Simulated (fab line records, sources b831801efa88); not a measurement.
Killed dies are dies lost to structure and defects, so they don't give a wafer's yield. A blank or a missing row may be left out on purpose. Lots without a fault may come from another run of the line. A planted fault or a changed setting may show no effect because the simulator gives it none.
A struck lot beside a sound one | flow sky130 | 32 steps out of a route of 708
Sound: wafers L124.3, L124.4, L124.6. Struck: wafers L137.1, L137.3, L137.6. The cause comes at the end.
At each step with rows: each side's tool, then ch and its chambers, then its first start. Under that, the readings that differ: sound wafers | struck wafers | difference of the means | sigmas: that difference in standard deviations of wafers without a fault.
alike: readings whose means differ by less than 2 such deviations, and words and numbers that are the same on both sides. not compared: withheld readings, readings that some wafer has no value for, bounds like >300 that may hide the same value, and numbers for which the record gives no deviation and whose values overlap.
The two part at a step that has a row with sigmas, a row that says differs or no value, or rows on one side only. Numbers that don't overlap but have no deviation are shown without sigmas and don't part them. A reading that every wafer of one side lacks parts them only if that side has two wafers or more.

first, 8 steps without rows for these wafers: SKY_LI_CONTACT_ETCH_14 (etches BARC in N2/H2, stops on SiO2, time 45.9 s, target depth 60 nm); SKY_LI_CONTACT_ETCH_15 (etches PSG in C4F8/O2/Ar, stops on Si, target depth 600 nm); SKY_LI_CONTACT_STRIP_16 (strips in O2/N2); SKY_LI_CONTACT_CLEAN_17 (cleans in NMP, time 600 s); SKY_LI_CONTACT_PRE_CLEAN_18 (time 5.6 s); SKY_LI_CONTACT_SPUTTER_19 (material Ti, target thk 20 nm, time 106.37 s); SKY_LI_CONTACT_SPUTTER_20 (material TiN, target thk 20 nm, time 80 s); SKY_LI_CONTACT_CVD_21 (deposits W, target thk 400 nm, time 120.56 s).
SKY_LI_CONTACT_CMP_24: polishes, stops on PSG, t overpolish 20 s, target thk 0 nm.
  sound on cmp-02 ch 1,2, day 29 11:24; struck on cmp-01 ch 0,2, day 35 05:41
  alike: motor_current_A, overpolish_run_s, time_to_endpoint_s
then, 22 steps without rows for these wafers: SKY_LOCAL_INTERCONNECT_SPUTTER_00 (material TiN, target thk 100 nm, time 83.3 s); SKY_LOCAL_INTERCONNECT_DEHYDRATE_03 (time 60 s); SKY_LOCAL_INTERCONNECT_HMDS_04 (prime time 60 s); SKY_LOCAL_INTERCONNECT_COAT_05 (resist thk 60 nm); SKY_LOCAL_INTERCONNECT_COAT_06 (resist thk 450 nm); SKY_LOCAL_INTERCONNECT_SOFTBAKE_07 (time 90 s); SKY_LOCAL_INTERCONNECT_EXPOSE_08 (exposes mask LI1M, target cd 170 nm); SKY_LOCAL_INTERCONNECT_PEB_09; SKY_LOCAL_INTERCONNECT_DEVELOP_10 (develop time 60 s); SKY_LOCAL_INTERCONNECT_ETCH_13 (etches BARC in N2/H2, stops on SiO2, time 45.9 s, target depth 60 nm); SKY_LOCAL_INTERCONNECT_METAL_ETCH_14 (etches TiN in Cl2/BCl3, stops on PSG, target depth 110 nm, time 31.4 s); SKY_LOCAL_INTERCONNECT_STRIP_15 (strips in O2/N2); SKY_LOCAL_INTERCONNECT_STRIP_16 (strips in post etch residue remover, time 1200 s); SKY_LOCAL_INTERCONNECT_CLEAN_17 (cleans in IPA, time 180 s); SKY_LOCAL_INTERCONNECT_CLEAN_18 (cleans in O3/DIW); SKY_CONTACT_CVD_00 (deposits Si3N4, target thk 75 nm); SKY_CONTACT_HDPCVD_02 (deposits SiO2, target thk 565 nm, time 94.2 s); SKY_CONTACT_CMP_04 (polishes SiO2); SKY_CONTACT_DEHYDRATE_06 (time 60 s); SKY_CONTACT_HMDS_07 (prime time 60 s); SKY_CONTACT_COAT_08 (resist thk 60 nm); SKY_CONTACT_COAT_09 (resist thk 450 nm).
-- the record jumps here: 15 days lie between the struck wafers' starts before and after (it left off in module CONTACT and takes up again in module PAD_OPEN, whose first step shown is number 708 of the route) --
SKY_PAD_OPEN_PROBE_99:
  sound on prober-02, day 45 23:00; struck on prober-01, day 50 02:48
  reading            | sound    | struck      | difference | sigmas
  killed_at_contacts | 25 22 25 | 223 229 229 | +203       | +38
  killed_dies        | 78 86 78 | 281 276 288 | +201       | +20
  killed_on_rim      | 19 19 12 | 60 47 47    | +35        | +10
  alike: killed_at_M0_to_M3, killed_at_M4_up, killed_at_front_end, killed_at_other, killed_open, killed_short

WHERE THEY PART
Only at SKY_PAD_OPEN_PROBE_99, within this record.

WHY: what the simulator had put in
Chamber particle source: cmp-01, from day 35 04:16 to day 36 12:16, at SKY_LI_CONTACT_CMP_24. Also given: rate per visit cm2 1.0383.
